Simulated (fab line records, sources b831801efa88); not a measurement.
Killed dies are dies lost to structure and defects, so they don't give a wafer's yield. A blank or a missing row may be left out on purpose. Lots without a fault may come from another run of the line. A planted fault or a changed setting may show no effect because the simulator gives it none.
Chamber matching | flow sky130 | SKY_FIELD_ISO_CMP_27 on cmp-01: 4 sister chambers
The step polishes, stops on Si3N4, t overpolish 16 s, target thk 457.8 nm. 18 wafers are shown with their chamber, then 9 later ones without.

WAFERS WITH THEIR CHAMBER
wafer  | chamber | motor_current_A (A) | overpolish_run_s (s) | time_to_endpoint_s (s)
L757.2 | 0       | 12.1                | 16.017               | 115
L757.4 | 3       | 11.3                | 16.011               | 118
L757.6 | 2       | 12.4                | 15.989               | 108
L758.1 | 0       | 11.7                | 16.024               | 114
L758.2 | 1       | 12.7                | 16.000               | 111
L758.5 | 2       | 12.5                | 16.012               | 109
L760.2 | 1       | 12.9                | 15.990               | 115
L760.3 | 2       | 12.1                | 15.984               | 114
L760.6 | 2       | 12.2                | 15.991               | 112
L764.3 | 2       | 11.8                | 15.998               | 109
L764.5 | 2       | 12.5                | 16.002               | 109
L764.6 | 3       | 11.6                | 16.012               | 111
L765.1 | 1       | 12.8                | 16.011               | 112
L765.4 | 0       | 11.5                | 15.997               | 110
L765.5 | 0       | 11.3                | 16.003               | 118
L766.1 | 2       | 12.2                | 15.995               | 102
L766.4 | 0       | 11.7                | 16.001               | 111
L766.5 | 3       | 11.3                | 16.006               | 111

SIGNATURES (means of the wafers above)
reading            | chamber 0 | chamber 1 | chamber 2 | chamber 3 | scatter within a chamber
motor_current_A    | 11.660    | 12.800    | 12.243    | 11.400    | 0.24
overpolish_run_s   | 16.00840  | 16.00033  | 15.99586  | 16.00967  | 0.00959
time_to_endpoint_s | 113.60    | 112.67    | 109.00    | 113.33    | 3.45
Rule: a wafer's distance from a chamber is the root of the sum, over the readings, of the square of ((its reading less the chamber's mean) divided by the reading's scatter). The wafer belongs to the nearest chamber; if the next one is less than 2 further off, it can't be placed. The scatter: the root of (the sum of the squares of (reading less its chamber's mean) over the shown wafers, divided by (wafers less chambers)).

WAFERS WITHOUT THEIR CHAMBER
wafer  | motor_current_A (A) | overpolish_run_s (s) | time_to_endpoint_s (s)
L767.1 | 12.6                | 15.989               | 112
L767.2 | 12.3                | 15.997               | 106
L767.5 | 12.9                | 16.013               | 114
L771.3 | 11.9                | 16.017               | 114
L771.4 | 11.8                | 15.990               | 111
L771.5 | 12.3                | 15.999               | 105
L779.2 | 12.1                | 15.992               | 114
L779.4 | 11.9                | 15.991               | 118
L779.5 | 12.2                | 15.984               | 110

WHICH CHAMBER EACH WENT THROUGH
wafer  | from the rows above               | in truth
L767.1 | can't be placed: 1 or 2           | 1
L767.2 | can't be placed: 2 or 1           | 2
L767.5 | 1                                 | 1
L771.3 | can't be placed: 0 or 3 or 2      | 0
L771.4 | can't be placed: 2 or 0 or 3      | 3
L771.5 | can't be placed: 2 or 1           | 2
L779.2 | can't be placed: 2 or 0 or 1 or 3 | 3
L779.4 | can't be placed: 0 or 2 or 3 or 1 | 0
L779.5 | can't be placed: 2 or 1           | 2
Placed correctly: 1 of 9. Can't be placed from these rows: 8 (the true chamber is among the candidates in 8). Placed wrongly: 0.
